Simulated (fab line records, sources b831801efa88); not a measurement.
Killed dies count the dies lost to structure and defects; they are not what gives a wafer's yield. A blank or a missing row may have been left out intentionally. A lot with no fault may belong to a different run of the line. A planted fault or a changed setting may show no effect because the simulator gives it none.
fab line records :: flow gf180mcu :: part 2 of 2: steps 32 to 41 of 41
record:
  lots: 5
  wafers: 15
  last_day: 33
route steps=602 shown VT_IMPLANT@101 MVSD@136 NWELL@137 LVPWELL@138 MVPSD@139 DUAL_GATE@141
lots that met no fault: from a run of the same line without faults
start_h: hours from the record's first day to the start of the lot's first wafer shown :: wait_h: hours since the lot's step before :: " identical to the entry in the row above :: L1.1+2: several wafers, shown together as one row :: - no value, or no start was given :: * or withheld: withheld :: < > ~ a bound
route shown NAME@n: NAME is a module with steps in the file, n the number in the route of the first one :: usual: mean/standard deviation taken from wafers without a fault :: same: alike in all rows :: chamber/n: place in a boat :: sites: per-site readings :: _std_site: their standard deviation :: _edge_site: the outer-site mean with the inner-site mean subtracted :: radius_mm: for every site, how far away it sits from the centre of the wafer :: mask NAME#n: copy n :: behind: the most recent tool/chamber to have shaped the wafer :: hold: why the lot was held/for how many hours/how that ended :: device: the transistor (n, p or np) that didn't switch :: end of line: tests run on the same wafers once the route is complete :: a step with no rows: only its recipe :: killed: dies that structure and defects cost at the first sort, which is not the same as the wafer's yield :: map: shows each die of a wafer: x if killed, . if not, _ if none is there
set.NAME: the setting the step ran with; set.NAME@STEP: the setting that earlier step ran with :: model.NAME: the simulator's own value behind a step, which no gauge read
a table for each step, a row for each wafer; lots at some steps of the route
services: when a tool's chamber went out of use (start_h, in hours from the record's first day, below 0 if earlier), for how many hours, and the reason
== steps ==
step: GF_VT_IMPLANT_STRIP_42
recipe:
  chemistry: O2/N2
  power_w: 1400
  pressure_mtorr: 1500
  platen_temp_c: 250
  o2_flow_sccm: 3000
  n2_flow_sccm: 300
  overash_fraction: 0.5
usual:
  drypump_motor_current_A: 5.6/0.42
  heater_power_w: 336/42
  o2_flow_sccm: 2999/8.4
  oes_product_au: 0.716/0.0045
  platen_temp_c: 250.02/0.17
  strip_time_to_endpoint_s: 12.62/0.033
lot.wafer: L078.3
tool: plasma_asher-01
chamber: 1
start_h: 187.27
wait_h: 0.1
drypump_motor_current_A: 5.4
heater_power_w: 302
o2_flow_sccm: 3004
oes_product_au: 0.716
platen_temp_c: 250.21
rf_hours_counter_h: -
strip_time_to_endpoint_s: 12.61

lot.wafer: L078.4
tool: plasma_asher-01
chamber: 0
start_h: 187.27
wait_h: 0.1
drypump_motor_current_A: 4.9
heater_power_w: 295
o2_flow_sccm: 3008
oes_product_au: 0.717
platen_temp_c: 250.20
rf_hours_counter_h: -
strip_time_to_endpoint_s: 12.61

lot.wafer: L078.6
tool: plasma_asher-01
chamber: 1
start_h: 187.27
wait_h: 0.1
drypump_motor_current_A: 5.4
heater_power_w: 309
o2_flow_sccm: 2987
oes_product_au: 0.715
platen_temp_c: 249.84
rf_hours_counter_h: -
strip_time_to_endpoint_s: 12.58

lot.wafer: L079.1
tool: plasma_asher-04
chamber: 0
start_h: 190.49
wait_h: 0.1
drypump_motor_current_A: 6.1
heater_power_w: 372
o2_flow_sccm: 2992
oes_product_au: 0.715
platen_temp_c: 249.98
rf_hours_counter_h: 38
strip_time_to_endpoint_s: 12.54

lot.wafer: L079.2
tool: plasma_asher-04
chamber: 1
start_h: 190.49
wait_h: 0.1
drypump_motor_current_A: 5.5
heater_power_w: 330
o2_flow_sccm: 2996
oes_product_au: 0.707
platen_temp_c: 249.96
rf_hours_counter_h: 38
strip_time_to_endpoint_s: 12.59

lot.wafer: L079.4
tool: plasma_asher-04
chamber: 0
start_h: 190.49
wait_h: 0.1
drypump_motor_current_A: 6.1
heater_power_w: 374
o2_flow_sccm: 2989
oes_product_au: 0.713
platen_temp_c: 249.93
rf_hours_counter_h: -
strip_time_to_endpoint_s: 12.58

lot.wafer: L083.1
tool: plasma_asher-02
chamber: 1
start_h: 216.53
wait_h: 0.1
drypump_motor_current_A: 6.0
heater_power_w: 448
o2_flow_sccm: 2984
oes_product_au: 0.716
platen_temp_c: 250.19
rf_hours_counter_h: 60
strip_time_to_endpoint_s: 12.66

lot.wafer: L083.2
tool: plasma_asher-02
chamber: 0
start_h: 216.53
wait_h: 0.1
drypump_motor_current_A: 6.0
heater_power_w: 319
o2_flow_sccm: 3000
oes_product_au: 0.713
platen_temp_c: 249.79
rf_hours_counter_h: 60
strip_time_to_endpoint_s: 12.61

lot.wafer: L083.3
tool: plasma_asher-02
chamber: 1
start_h: 216.53
wait_h: 0.1
drypump_motor_current_A: 6.0
heater_power_w: 447
o2_flow_sccm: 3001
oes_product_au: 0.720
platen_temp_c: 249.96
rf_hours_counter_h: -
strip_time_to_endpoint_s: 12.67

lot.wafer: L085.2
tool: plasma_asher-01
chamber: 1
start_h: 230.99
wait_h: 0.1
drypump_motor_current_A: 5.4
heater_power_w: 312
o2_flow_sccm: 3006
oes_product_au: 0.717
platen_temp_c: 250.11
rf_hours_counter_h: 55
strip_time_to_endpoint_s: 12.62

lot.wafer: L085.3
tool: plasma_asher-01
chamber: 1
start_h: 230.99
wait_h: 0.1
drypump_motor_current_A: 5.4
heater_power_w: 309
o2_flow_sccm: 2998
oes_product_au: 0.717
platen_temp_c: 250.01
rf_hours_counter_h: -
strip_time_to_endpoint_s: 12.65

lot.wafer: L085.5
tool: plasma_asher-01
chamber: 1
start_h: 230.99
wait_h: 0.1
drypump_motor_current_A: 5.4
heater_power_w: 314
o2_flow_sccm: 3007
oes_product_au: 0.712
platen_temp_c: 250.00
rf_hours_counter_h: -
strip_time_to_endpoint_s: 12.67

lot.wafer: L092.1
tool: plasma_asher-04
chamber: 1
start_h: 288.04
wait_h: 0.1
drypump_motor_current_A: 5.5
heater_power_w: 323
o2_flow_sccm: 2991
oes_product_au: 0.714
platen_temp_c: 249.83
rf_hours_counter_h: 47
strip_time_to_endpoint_s: 12.63

lot.wafer: L092.2
tool: plasma_asher-04
chamber: 0
start_h: 288.04
wait_h: 0.1
drypump_motor_current_A: 6.1
heater_power_w: 369
o2_flow_sccm: 3013
oes_product_au: 0.720
platen_temp_c: 250.21
rf_hours_counter_h: 47
strip_time_to_endpoint_s: 12.60

lot.wafer: L092.4
tool: plasma_asher-04
chamber: 0
start_h: 288.04
wait_h: 0.1
drypump_motor_current_A: 6.1
heater_power_w: 368
o2_flow_sccm: 2996
oes_product_au: 0.715
platen_temp_c: 250.09
rf_hours_counter_h: -
strip_time_to_endpoint_s: 12.61
step: GF_VT_IMPLANT_TW_MEAS_43
usual:
  VT_IMPLANT_4_TW: 688/5.3
lot.wafer: L078.3
tool: film_metro-04
chamber: -
start_h: 187.35
wait_h: 0.1
VT_IMPLANT_4_TW: 692

lot.wafer: L078.4
tool: film_metro-04
chamber: -
start_h: 187.35
wait_h: 0.1
VT_IMPLANT_4_TW: 694

lot.wafer: L078.6
tool: film_metro-04
chamber: -
start_h: 187.35
wait_h: 0.1
VT_IMPLANT_4_TW: 692

lot.wafer: L079.1
tool: film_metro-02
chamber: -
start_h: 190.59
wait_h: 0.1
VT_IMPLANT_4_TW: 679

lot.wafer: L079.2
tool: film_metro-02
chamber: -
start_h: 190.59
wait_h: 0.1
VT_IMPLANT_4_TW: 682

lot.wafer: L079.4
tool: film_metro-02
chamber: -
start_h: 190.59
wait_h: 0.1
VT_IMPLANT_4_TW: 680

lot.wafer: L083.1
tool: film_metro-03
chamber: -
start_h: 216.63
wait_h: 0.1
VT_IMPLANT_4_TW: 687

lot.wafer: L083.2
tool: film_metro-03
chamber: -
start_h: 216.63
wait_h: 0.1
VT_IMPLANT_4_TW: 686

lot.wafer: L083.3
tool: film_metro-03
chamber: -
start_h: 216.63
wait_h: 0.1
VT_IMPLANT_4_TW: 687

lot.wafer: L085.2
tool: film_metro-03
chamber: -
start_h: 231.10
wait_h: 0.1
VT_IMPLANT_4_TW: 688

lot.wafer: L085.3
tool: film_metro-03
chamber: -
start_h: 231.10
wait_h: 0.1
VT_IMPLANT_4_TW: 684

lot.wafer: L085.5
tool: film_metro-03
chamber: -
start_h: 231.10
wait_h: 0.1
VT_IMPLANT_4_TW: 690

lot.wafer: L092.1
tool: film_metro-04
chamber: -
start_h: 288.14
wait_h: 0.1
VT_IMPLANT_4_TW: 691

lot.wafer: L092.2
tool: film_metro-04
chamber: -
start_h: 288.14
wait_h: 0.1
VT_IMPLANT_4_TW: 692

lot.wafer: L092.4
tool: film_metro-04
chamber: -
start_h: 288.14
wait_h: 0.1
VT_IMPLANT_4_TW: 695
step: GF_VT_IMPLANT_CLEAN_44
recipe:
  chemistry: SC1/SC2
  mix: 1:4:20
  temp_c: 70
  time_s: 150
  dry: n2_spin
lot.wafer: L078.3+4+6
tool: wet_bench-02
chamber: 2
start_h: 187.39
wait_h: 0.0

lot.wafer: L079.1+2+4
tool: wet_bench-02
chamber: 1
start_h: 190.65
wait_h: 0.1

lot.wafer: L083.1+2+3
tool: wet_bench-03
chamber: 1
start_h: 216.69
wait_h: 0.1

lot.wafer: L085.2+3+5
tool: wet_bench-04
chamber: 2
start_h: 231.15
wait_h: 0.0

lot.wafer: L092.1+2+4
tool: wet_bench-04
chamber: 0
start_h: 288.20
wait_h: 0.1
step: GF_VT_IMPLANT_RTA_45
recipe:
  temp_c: 1050
  time_s: 30
  ambient: N2
usual:
  lamp_power_pct: 37.0/1.3
  wafer_temp_C_max: 1055.4/2.2
lot.wafer: L078.3
tool: rtp_anneal-01
chamber: 0
start_h: 187.48
wait_h: 0.0
lamp_power_pct: 36.0
wafer_temp_C_max: 1053.2

lot.wafer: L078.4
tool: rtp_anneal-01
chamber: 0
start_h: 187.48
wait_h: 0.0
lamp_power_pct: 36.0
wafer_temp_C_max: 1054.8

lot.wafer: L078.6
tool: rtp_anneal-01
chamber: 0
start_h: 187.48
wait_h: 0.0
lamp_power_pct: 36.0
wafer_temp_C_max: 1054.5

lot.wafer: L079.1
tool: rtp_anneal-01
chamber: 0
start_h: 190.71
wait_h: 0.0
lamp_power_pct: 36.0
wafer_temp_C_max: 1054.6

lot.wafer: L079.2
tool: rtp_anneal-01
chamber: 0
start_h: 190.71
wait_h: 0.0
lamp_power_pct: 36.0
wafer_temp_C_max: 1054.8

lot.wafer: L079.4
tool: rtp_anneal-01
chamber: 0
start_h: 190.71
wait_h: 0.0
lamp_power_pct: 36.0
wafer_temp_C_max: 1053.7

lot.wafer: L083.1
tool: rtp_anneal-01
chamber: 0
start_h: 216.74
wait_h: 0.0
lamp_power_pct: 35.9
wafer_temp_C_max: 1053.8

lot.wafer: L083.2
tool: rtp_anneal-01
chamber: 0
start_h: 216.74
wait_h: 0.0
lamp_power_pct: 36.0
wafer_temp_C_max: 1052.5

lot.wafer: L083.3
tool: rtp_anneal-01
chamber: 0
start_h: 216.74
wait_h: 0.0
lamp_power_pct: 36.0
wafer_temp_C_max: 1053.5

lot.wafer: L085.2
tool: rtp_anneal-02
chamber: 0
start_h: 231.22
wait_h: 0.0
lamp_power_pct: 38.8
wafer_temp_C_max: 1057.0

lot.wafer: L085.3
tool: rtp_anneal-02
chamber: 0
start_h: 231.22
wait_h: 0.0
lamp_power_pct: 38.8
wafer_temp_C_max: 1057.6

lot.wafer: L085.5
tool: rtp_anneal-02
chamber: 0
start_h: 231.22
wait_h: 0.0
lamp_power_pct: 38.8
wafer_temp_C_max: 1058.2

lot.wafer: L092.1
tool: rtp_anneal-01
chamber: 0
start_h: 288.26
wait_h: 0.0
lamp_power_pct: 36.0
wafer_temp_C_max: 1053.9

lot.wafer: L092.2
tool: rtp_anneal-01
chamber: 0
start_h: 288.26
wait_h: 0.0
lamp_power_pct: 36.0
wafer_temp_C_max: 1054.9

lot.wafer: L092.4
tool: rtp_anneal-01
chamber: 0
start_h: 288.26
wait_h: 0.0
lamp_power_pct: 35.9
wafer_temp_C_max: 1053.6
step: GF_VT_IMPLANT_RS_MEAS_46
recipe:
  thk_meas_gauge: four-point-probe
usual:
  MVSD_RS: 456.4/1
lot.wafer: L078.3
tool: film_metro-02
chamber: -
start_h: 187.59
wait_h: 0.1
MVSD_RS[ohm/sq]: 458.1

lot.wafer: L078.4
tool: film_metro-02
chamber: -
start_h: 187.59
wait_h: 0.1
MVSD_RS[ohm/sq]: 457.9

lot.wafer: L078.6
tool: film_metro-02
chamber: -
start_h: 187.59
wait_h: 0.1
MVSD_RS[ohm/sq]: 458.0

lot.wafer: L079.1
tool: film_metro-02
chamber: -
start_h: 190.81
wait_h: 0.1
MVSD_RS[ohm/sq]: 456.9

lot.wafer: L079.2
tool: film_metro-02
chamber: -
start_h: 190.81
wait_h: 0.1
MVSD_RS[ohm/sq]: 453.8

lot.wafer: L079.4
tool: film_metro-02
chamber: -
start_h: 190.81
wait_h: 0.1
MVSD_RS[ohm/sq]: 454.4

lot.wafer: L083.1
tool: film_metro-02
chamber: -
start_h: 216.84
wait_h: 0.1
MVSD_RS[ohm/sq]: 457.4

lot.wafer: L083.2
tool: film_metro-02
chamber: -
start_h: 216.84
wait_h: 0.1
MVSD_RS[ohm/sq]: 457.1

lot.wafer: L083.3
tool: film_metro-02
chamber: -
start_h: 216.84
wait_h: 0.1
MVSD_RS[ohm/sq]: 456.1

lot.wafer: L085.2
tool: film_metro-02
chamber: -
start_h: 231.32
wait_h: 0.1
MVSD_RS[ohm/sq]: 456.6

lot.wafer: L085.3
tool: film_metro-02
chamber: -
start_h: 231.32
wait_h: 0.1
MVSD_RS[ohm/sq]: 456.6

lot.wafer: L085.5
tool: film_metro-02
chamber: -
start_h: 231.32
wait_h: 0.1
MVSD_RS[ohm/sq]: 455.7

lot.wafer: L092.1
tool: film_metro-01
chamber: -
start_h: 288.36
wait_h: 0.1
MVSD_RS[ohm/sq]: 456.6

lot.wafer: L092.2
tool: film_metro-01
chamber: -
start_h: 288.36
wait_h: 0.1
MVSD_RS[ohm/sq]: 456.6

lot.wafer: L092.4
tool: film_metro-01
chamber: -
start_h: 288.36
wait_h: 0.1
MVSD_RS[ohm/sq]: 456.3
step: GF_VT_IMPLANT_RS_MEAS_47
recipe:
  thk_meas_gauge: four-point-probe
usual:
  NWELL_RS: 487.8/1.4
lot.wafer: L078.3
tool: film_metro-02
chamber: -
start_h: 187.71
wait_h: 0.1
NWELL_RS[ohm/sq]: 489.0

lot.wafer: L078.4
tool: film_metro-02
chamber: -
start_h: 187.71
wait_h: 0.1
NWELL_RS[ohm/sq]: 488.9

lot.wafer: L078.6
tool: film_metro-02
chamber: -
start_h: 187.71
wait_h: 0.1
NWELL_RS[ohm/sq]: 489.3

lot.wafer: L079.1
tool: film_metro-02
chamber: -
start_h: 190.93
wait_h: 0.1
NWELL_RS[ohm/sq]: 489.4

lot.wafer: L079.2
tool: film_metro-02
chamber: -
start_h: 190.93
wait_h: 0.1
NWELL_RS[ohm/sq]: 490.7

lot.wafer: L079.4
tool: film_metro-02
chamber: -
start_h: 190.93
wait_h: 0.1
NWELL_RS[ohm/sq]: 489.2

lot.wafer: L083.1
tool: film_metro-02
chamber: -
start_h: 216.96
wait_h: 0.1
NWELL_RS[ohm/sq]: 487.9

lot.wafer: L083.2
tool: film_metro-02
chamber: -
start_h: 216.96
wait_h: 0.1
NWELL_RS[ohm/sq]: 486.7

lot.wafer: L083.3
tool: film_metro-02
chamber: -
start_h: 216.96
wait_h: 0.1
NWELL_RS[ohm/sq]: 488.2

lot.wafer: L085.2
tool: film_metro-02
chamber: -
start_h: 231.44
wait_h: 0.1
NWELL_RS[ohm/sq]: 489.0

lot.wafer: L085.3
tool: film_metro-02
chamber: -
start_h: 231.44
wait_h: 0.1
NWELL_RS[ohm/sq]: 489.3

lot.wafer: L085.5
tool: film_metro-02
chamber: -
start_h: 231.44
wait_h: 0.1
NWELL_RS[ohm/sq]: 490.1

lot.wafer: L092.1
tool: film_metro-01
chamber: -
start_h: 288.48
wait_h: 0.1
NWELL_RS[ohm/sq]: 489.2

lot.wafer: L092.2
tool: film_metro-01
chamber: -
start_h: 288.48
wait_h: 0.1
NWELL_RS[ohm/sq]: 487.3

lot.wafer: L092.4
tool: film_metro-01
chamber: -
start_h: 288.48
wait_h: 0.1
NWELL_RS[ohm/sq]: 489.2
step: GF_VT_IMPLANT_RS_MEAS_48
recipe:
  thk_meas_gauge: four-point-probe
usual:
  LVPWELL_RS: 1196.5/2.7
lot.wafer: L078.3
tool: film_metro-02
chamber: -
start_h: 187.83
wait_h: 0.1
LVPWELL_RS[ohm/sq]: 1193.9

lot.wafer: L078.4
tool: film_metro-02
chamber: -
start_h: 187.83
wait_h: 0.1
LVPWELL_RS[ohm/sq]: 1194.2

lot.wafer: L078.6
tool: film_metro-02
chamber: -
start_h: 187.83
wait_h: 0.1
LVPWELL_RS[ohm/sq]: 1194.9

lot.wafer: L079.1
tool: film_metro-02
chamber: -
start_h: 191.05
wait_h: 0.1
LVPWELL_RS[ohm/sq]: 1198.9

lot.wafer: L079.2
tool: film_metro-02
chamber: -
start_h: 191.05
wait_h: 0.1
LVPWELL_RS[ohm/sq]: 1198.9

lot.wafer: L079.4
tool: film_metro-02
chamber: -
start_h: 191.05
wait_h: 0.1
LVPWELL_RS[ohm/sq]: 1203.1

lot.wafer: L083.1
tool: film_metro-02
chamber: -
start_h: 217.08
wait_h: 0.1
LVPWELL_RS[ohm/sq]: 1198.9

lot.wafer: L083.2
tool: film_metro-02
chamber: -
start_h: 217.08
wait_h: 0.1
LVPWELL_RS[ohm/sq]: 1195.8

lot.wafer: L083.3
tool: film_metro-02
chamber: -
start_h: 217.08
wait_h: 0.1
LVPWELL_RS[ohm/sq]: 1198.9

lot.wafer: L085.2
tool: film_metro-02
chamber: -
start_h: 231.56
wait_h: 0.1
LVPWELL_RS[ohm/sq]: 1200.1

lot.wafer: L085.3
tool: film_metro-02
chamber: -
start_h: 231.56
wait_h: 0.1
LVPWELL_RS[ohm/sq]: 1198.0

lot.wafer: L085.5
tool: film_metro-02
chamber: -
start_h: 231.56
wait_h: 0.1
LVPWELL_RS[ohm/sq]: 1194.8

lot.wafer: L092.1
tool: film_metro-01
chamber: -
start_h: 288.60
wait_h: 0.1
LVPWELL_RS[ohm/sq]: 1193.8

lot.wafer: L092.2
tool: film_metro-01
chamber: -
start_h: 288.60
wait_h: 0.1
LVPWELL_RS[ohm/sq]: 1194.5

lot.wafer: L092.4
tool: film_metro-01
chamber: -
start_h: 288.60
wait_h: 0.1
LVPWELL_RS[ohm/sq]: 1197.4
step: GF_VT_IMPLANT_RS_MEAS_49
recipe:
  thk_meas_gauge: four-point-probe
usual:
  MVPSD_RS: 1176/3.2
lot.wafer: L078.3
tool: film_metro-02
chamber: -
start_h: 187.95
wait_h: 0.1
MVPSD_RS[ohm/sq]: 1174

lot.wafer: L078.4
tool: film_metro-02
chamber: -
start_h: 187.95
wait_h: 0.1
MVPSD_RS[ohm/sq]: 1174

lot.wafer: L078.6
tool: film_metro-02
chamber: -
start_h: 187.95
wait_h: 0.1
MVPSD_RS[ohm/sq]: 1174

lot.wafer: L079.1
tool: film_metro-02
chamber: -
start_h: 191.17
wait_h: 0.1
MVPSD_RS[ohm/sq]: 1174

lot.wafer: L079.2
tool: film_metro-02
chamber: -
start_h: 191.17
wait_h: 0.1
MVPSD_RS[ohm/sq]: 1175

lot.wafer: L079.4
tool: film_metro-02
chamber: -
start_h: 191.17
wait_h: 0.1
MVPSD_RS[ohm/sq]: 1181

lot.wafer: L083.1
tool: film_metro-02
chamber: -
start_h: 217.20
wait_h: 0.1
MVPSD_RS[ohm/sq]: 1179

lot.wafer: L083.2
tool: film_metro-02
chamber: -
start_h: 217.20
wait_h: 0.1
MVPSD_RS[ohm/sq]: 1174

lot.wafer: L083.3
tool: film_metro-02
chamber: -
start_h: 217.20
wait_h: 0.1
MVPSD_RS[ohm/sq]: 1171

lot.wafer: L085.2
tool: film_metro-02
chamber: -
start_h: 231.68
wait_h: 0.1
MVPSD_RS[ohm/sq]: 1174

lot.wafer: L085.3
tool: film_metro-02
chamber: -
start_h: 231.68
wait_h: 0.1
MVPSD_RS[ohm/sq]: 1171

lot.wafer: L085.5
tool: film_metro-02
chamber: -
start_h: 231.68
wait_h: 0.1
MVPSD_RS[ohm/sq]: 1173

lot.wafer: L092.1
tool: film_metro-01
chamber: -
start_h: 288.72
wait_h: 0.1
MVPSD_RS[ohm/sq]: 1181

lot.wafer: L092.2
tool: film_metro-01
chamber: -
start_h: 288.72
wait_h: 0.1
MVPSD_RS[ohm/sq]: 1180

lot.wafer: L092.4
tool: film_metro-01
chamber: -
start_h: 288.72
wait_h: 0.1
MVPSD_RS[ohm/sq]: 1174
step: GF_VT_IMPLANT_WET_ETCH_50
recipe:
  chemistry: dHF
  target_depth_nm: 20
  target: SiO2
  temp_c: 25
  dilution: 100:1
  time_s: 400
lot.wafer: L078.3+4+6
tool: wet_bench-03
chamber: 3
start_h: 188.03
wait_h: 0.1

lot.wafer: L079.1+2+4
tool: wet_bench-03
chamber: 2
start_h: 191.29
wait_h: 0.1

lot.wafer: L083.1+2+3
tool: wet_bench-02
chamber: 2
start_h: 217.32
wait_h: 0.1

lot.wafer: L085.2+3+5
tool: wet_bench-04
chamber: 0
start_h: 231.78
wait_h: 0.1

lot.wafer: L092.1+2+4
tool: wet_bench-04
chamber: 2
start_h: 288.84
wait_h: 0.1
step: GF_DUAL_GATE_CLEAN_00
recipe:
  chemistry: SC1/SC2
  mix: 1:4:20
  temp_c: 70
  time_s: 150
lot.wafer: L078.3+4+6
tool: wet_bench-02
chamber: 2
start_h: 188.15
wait_h: 0.0

lot.wafer: L079.1+2+4
tool: wet_bench-02
chamber: 0
start_h: 191.41
wait_h: 0.0

lot.wafer: L083.1+2+3
tool: wet_bench-04
chamber: 1
start_h: 217.44
wait_h: 0.0

lot.wafer: L085.2+3+5
tool: wet_bench-03
chamber: 0
start_h: 231.93
wait_h: 0.0

lot.wafer: L092.1+2+4
tool: wet_bench-03
chamber: 1
start_h: 288.97
wait_h: 0.0
== services ==
tool: wet_bench-02
chamber: -
start_h: 127.06
hours: 4.4
kind: pm

tool: implanter-03
chamber: -
start_h: 129.24
hours: 0.9
kind: repair

tool: iline_stepper-01
chamber: -
start_h: 129.36
hours: 0.8
kind: repair

tool: plasma_asher-04
chamber: -
start_h: 139.99
hours: 14.6
kind: pm

tool: iline_stepper-01
chamber: -
start_h: 144.83
hours: 3.2
kind: repair

tool: wet_bench-02
chamber: -
start_h: 156.75
hours: 1.2
kind: repair

tool: iline_stepper-02
chamber: -
start_h: 157.84
hours: 1.7
kind: pm

tool: implanter-03
chamber: -
start_h: 165.29
hours: 3.9
kind: pm

tool: implanter-01
chamber: -
start_h: 168.63
hours: 4.6
kind: repair

tool: wet_bench-03
chamber: -
start_h: 172.81
hours: 1.9
kind: pm

tool: implanter-01
chamber: -
start_h: 173.23
hours: 9.7
kind: pm

tool: implanter-02
chamber: -
start_h: 174.87
hours: 1.5
kind: repair

tool: rtp_anneal-02
chamber: -
start_h: 180.15
hours: 8.3
kind: pm

tool: implanter-02
chamber: -
start_h: 188.33
hours: 2.6
kind: pm

tool: iline_stepper-02
chamber: 0
start_h: 190.35
hours: -
kind: calibration

tool: litho_track-02
chamber: -
start_h: 226.10
hours: -
kind: consumable_replace:filter

tool: wet_bench-02
chamber: -
start_h: 230.72
hours: 17.4
kind: repair

tool: iline_stepper-01
chamber: -
start_h: 244.29
hours: 1.7
kind: pm

tool: plasma_asher-01
chamber: -
start_h: 246.54
hours: 2.0
kind: repair

tool: plasma_asher-04
chamber: -
start_h: 263.81
hours: 2.8
kind: pm

tool: plasma_asher-02
chamber: -
start_h: 271.79
hours: 1.5
kind: repair

tool: implanter-03
chamber: -
start_h: 271.86
hours: 6.1
kind: pm

tool: wet_bench-04
chamber: -
start_h: 275.33
hours: 2.4
kind: repair

tool: implanter-03
chamber: -
start_h: 277.96
hours: 4.3
kind: pm
